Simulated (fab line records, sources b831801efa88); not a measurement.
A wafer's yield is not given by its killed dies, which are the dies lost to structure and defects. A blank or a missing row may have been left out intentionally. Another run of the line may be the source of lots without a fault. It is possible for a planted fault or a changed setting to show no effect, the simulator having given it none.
The same fault as seen by 2 desks ; flow gf180mcu ; numbers are kept per desk, each desk with only its own; the story behind them comes last

== AT THE METROLOGY DESK ==
Lot by lot, what the gauges showed, no matter which tool ran the lot: averages of those sampled wafers that carry a number. Any lot whose mean is over 4 standard deviations away from the usual mean is out of limits and marked OUT; that distance is given in the brackets.
Columns: A = V2_CVD_00_THK at GF_V2_THK_MEAS_01, usual 598 nm
lot;first seen here;A
L989;day 19 15:26;593
L990;day 20 02:11;600
L993;day 21 05:25;602
L994;day 21 15:14;590
L995;day 21 19:11;594
L996;day 22 06:36;602
L997;day 22 17:15;593
L103;day 24 21:22;596
L104;day 25 02:45;607
L107;day 25 22:02;607
L108;day 26 05:44;604
L109;day 26 11:08;602
L111;day 26 23:41;596
This desk's finding: nothing out of limits on any of the 13 lots.

== DESK OF THE TOOL OWNER: litho track-03 ==
The tool's own readings at GF_LVPWELL_COAT_02 (resist thk 3000 nm): means of the sampled wafers that have a number, for each lot that ran on this tool. Any lot whose mean is over 4 standard deviations away from the usual mean is out of limits and marked OUT; that distance is given in the brackets.
Columns: A = exhaust pa at GF_LVPWELL_COAT_02, usual 44.6 Pa
lot;first seen here;A
L989;day 3 22:14;44.4
L990;day 4 01:13;44.8
L993;day 4 17:25;44.6
L994;day 4 23:29;44.9
L996;day 5 11:38;45.0
L997;day 5 14:22;44.6
L103;day 7 02:31;44.8
L104;day 7 07:59;44.7
This desk's finding: nothing out of limits on any of the 8 lots.

== TAKEN TOGETHER ==
Metrology desk: nothing out of limits seen.
Nothing out of limits was seen by the tool owner's desk.

== WHAT THE SIMULATOR HAD INSERTED ==
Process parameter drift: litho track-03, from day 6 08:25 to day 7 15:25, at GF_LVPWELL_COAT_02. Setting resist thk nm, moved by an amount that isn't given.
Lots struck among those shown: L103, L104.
